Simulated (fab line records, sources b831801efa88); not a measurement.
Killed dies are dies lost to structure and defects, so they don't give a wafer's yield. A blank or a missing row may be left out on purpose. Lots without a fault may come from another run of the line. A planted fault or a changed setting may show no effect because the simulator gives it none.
Chamber matching | flow sky130 | SKY_VIA3_HDPCVD_00 on hdpcvd-02: 3 sister chambers
The step deposits SiO2, target thk 1635 nm, time 272.5 s. 3 wafers are shown with their chamber, then 7 later ones without.

WAFERS WITH THEIR CHAMBER
wafer  | chamber | sih4_flow_sccm (sccm)
L730.6 | 0       | 59.91
L743.2 | 2       | 60.06
L743.3 | 1       | 59.97

WAFERS WITHOUT THEIR CHAMBER
wafer  | sih4_flow_sccm (sccm)
L743.4 | 60.00
L744.2 | 60.07
L744.3 | 59.90
L744.4 | 60.26
L746.2 | 60.12
L746.3 | 60.11
L746.5 | 60.32

WHICH CHAMBER EACH WENT THROUGH
wafer  | from the rows above          | in truth
L743.4 | can't be placed: 1 or 2 or 0 | 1
L744.2 | can't be placed: 2 or 1 or 0 | 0
L744.3 | can't be placed: 0 or 1 or 2 | 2
L744.4 | can't be placed: 2 or 1 or 0 | 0
L746.2 | can't be placed: 2 or 1 or 0 | 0
L746.3 | can't be placed: 2 or 1 or 0 | 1
L746.5 | can't be placed: 2 or 1 or 0 | 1
Placed correctly: 0 of 7. Can't be placed from these rows: 7 (the true chamber is among the candidates in 7). Placed wrongly: 0.
How it was worked out, from the rows above alone: a wafer's distance from a chamber is the root of the sum, over the readings, of the square of ((its reading less the chamber's mean) divided by the reading's scatter). The wafer belongs to the nearest chamber; if the next one is less than 2 further off, it can't be placed. A chamber's mean is the mean of its shown wafers. The scatter: with one shown wafer a chamber, the root of the mean of the squares of how far each hidden wafer lies from its nearest shown one.
